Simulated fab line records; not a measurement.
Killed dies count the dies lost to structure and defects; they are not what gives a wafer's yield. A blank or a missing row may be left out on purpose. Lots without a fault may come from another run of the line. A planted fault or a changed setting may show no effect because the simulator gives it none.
Which of the tools did it? -- flow sky130 -- 36 wafers from 12 lots sampled at 4 of the route's 708 steps

== WHAT EACH GAUGE READ, for each wafer ==
SKY_VIA1_THK_MEAS_23: measures by xrf. Usual: VIA1_W_THK gives 269 nm (standard deviation 5.3).
lot,measured,on,VIA1_W_THK (nm),flag
L928,day 34 01:14,filmMetro-01,264 266 264,
L934,day 36 09:46,filmMetro-04,266 275 265,
L933,day 36 10:59,filmMetro-01,261 262 256,
L936,day 38 01:37,filmMetro-04,272 276 271,
L939,day 38 03:51,filmMetro-03,267 275 273,
L938,day 38 06:31,filmMetro-04,265 272 275,
L940,day 38 07:10,filmMetro-04,279 278 275,
L941,day 38 14:23,filmMetro-04,261 269 271,
L943,day 38 23:00,filmMetro-01,257 267 269,
L948,day 40 03:26,filmMetro-04,268 260 266,
L949,day 40 15:55,filmMetro-04,267 267 272,
L950,day 40 18:56,filmMetro-04,267 267 272,

SKY_CAPM_OVL_MEAS_12. Usual: CAPM_OVL gives 0.6 nm (standard deviation 1.5).
lot,measured,on,CAPM_OVL (nm),flag
L928,day 37 13:56,overlay-02,1.5 0.9 3.0,
L934,day 39 18:46,overlay-01,-0.5 0.2 1.8,
L933,day 39 20:10,overlay-01,0.8 -0.2 0.6,
L936,day 41 07:44,overlay-02,2.3 -1.8 -0.8,
L939,day 41 08:19,overlay-02,-0.3 3.0 1.5,
L938,day 41 11:16,overlay-02,2.4 1.1 1.1,
L940,day 41 11:34,overlay-01,-1.9 -0.7 -0.6,
L941,day 41 19:07,overlay-01,1.1 1.4 1.4,
L943,day 42 04:28,overlay-02,0.0 0.9 0.6,
L948,day 43 07:10,overlay-01,-2.0 -0.5 -1.8,
L949,day 43 18:52,overlay-01,-0.6 1.5 1.3,
L950,day 43 21:01,overlay-02,1.5 3.3 1.8,

== WHICH TOOL RAN EACH LOT (tool, then ch and the chambers of the sampled wafers, then the start) ==
lot,SKY_VIA1_CMP_24,SKY_METAL3_SPUTTER_02
L928,"cmp-01 ch 0,1,2, day 34 01:26","pvdSputter-03, day 36 11:22"
L934,"cmp-01 ch 0,2, day 36 09:51","pvdSputter-03, day 38 17:56"
L933,"cmp-01 ch 0,1,2, day 36 11:19","pvdSputter-02, day 38 19:36"
L936,"cmp-02 ch 0,1,3, day 38 01:44","pvdSputter-02, day 40 07:37"
L939,"cmp-02 ch 0,1,2, day 38 03:53","pvdSputter-01, day 40 08:41"
L938,"cmp-01 ch 0,2, day 38 06:38","pvdSputter-03, day 40 11:32"
L940,"cmp-02 ch 0,1, day 38 07:14","pvdSputter-02, day 40 12:16"
L941,"cmp-01 ch 1,2, day 38 14:26","pvdSputter-01, day 40 19:24"
L943,"cmp-02 ch 2,3, day 38 23:04","pvdSputter-02, day 41 04:32"
L948,"cmp-01 ch 1,2,3, day 40 03:30","pvdSputter-03, day 42 07:35"
L949,"cmp-02 ch 0,1,2, day 40 16:02","pvdSputter-01, day 42 18:46"
L950,"cmp-02 ch 1,2,3, day 40 19:02","pvdSputter-02, day 42 21:42"
- SKY_VIA1_CMP_24: polishes, stops on SiO2, t overpolish 15 s, target thk 0 nm.
- SKY_METAL3_SPUTTER_02: material AlCu, target thk 735 nm, time 39.1 s.

== AS READ BY THE TOOLS THEMSELVES (means over the sampled wafers that have a number; for cases with no such wafer, the mark the record gives instead) ==
SKY_VIA1_CMP_24. Usual: motorCurrentA 11.3 A, standard deviation 1.1; overpolishRunS 15.001 s, standard deviation 0.0083; timeToEndpointS 66 s, standard deviation 3.4.
lot,tool,motorCurrentA (A),overpolishRunS (s),timeToEndpointS (s),flag
L928,cmp-01,11.8,14.998,68,
L934,cmp-01,11.8,15.005,69,
L933,cmp-01,11.2,14.991,65,
L936,cmp-02,11.0,14.991,63,
L939,cmp-02,11.6,15.001,67,
L938,cmp-01,11.8,15.003,65,
L940,cmp-02,12.1,15.000,70,
L941,cmp-01,10.6,14.999,66,
L943,cmp-02,9.8,15.008,64,
L948,cmp-01,11.1,15.011,62,
L949,cmp-02,11.9,14.992,67,
L950,cmp-02,10.8,15.001,66,

SKY_METAL3_SPUTTER_02. Usual: cathodeDcPowerW 10980 W, standard deviation 2; chamberPressurePa 0.4000 Pa, standard deviation 0.00076; throttleValvePct 29.9 %, standard deviation 1.
lot,tool,cathodeDcPowerW (W),chamberPressurePa (Pa),throttleValvePct (%),flag
L928,pvdSputter-03,10979,0.3996,28.9,
L934,pvdSputter-03,10978,0.4001,29.7,
L933,pvdSputter-02,10981,0.4002,31.1,
L936,pvdSputter-02,10980,0.3998,30.4,
L939,pvdSputter-01,10979,0.4007,29.5,
L938,pvdSputter-03,10979,0.4004,29.3,
L940,pvdSputter-02,10980,0.3999,30.5,
L941,pvdSputter-01,-,-,-,OFF
L943,pvdSputter-02,-,-,-,OFF
L948,pvdSputter-03,10981,0.4000,29.4,
L949,pvdSputter-01,10979,0.4000,29.9,
L950,pvdSputter-02,10981,0.4005,30.9,

== THE ANSWER, worked out from the rows above alone ==
Rule: lot off if the mean of its wafers having a number is beyond 3 standard deviations from the usual mean. Also off: a lot with no number at a reading for which 4 or more lots have one. All remaining lots with rows at the step are treated as sound. Order of review: gauges by route order, followed by the tools' own readings, for which a lot's mean as printed above is used. At the first step where some lot is off, the reading lying furthest off is the one used; lots without a number count as furthest.
Off, at SKY_METAL3_SPUTTER_02 on cathodeDcPowerW: L941, L943. Without a number there: L941, L943.
If a tool, at that step or one of the process steps before it, ran each lot that is off and ran no sound lot following the first of them, it fits. No candidate that was tried fits.

== WHAT THE SIMULATOR PUT IN ==
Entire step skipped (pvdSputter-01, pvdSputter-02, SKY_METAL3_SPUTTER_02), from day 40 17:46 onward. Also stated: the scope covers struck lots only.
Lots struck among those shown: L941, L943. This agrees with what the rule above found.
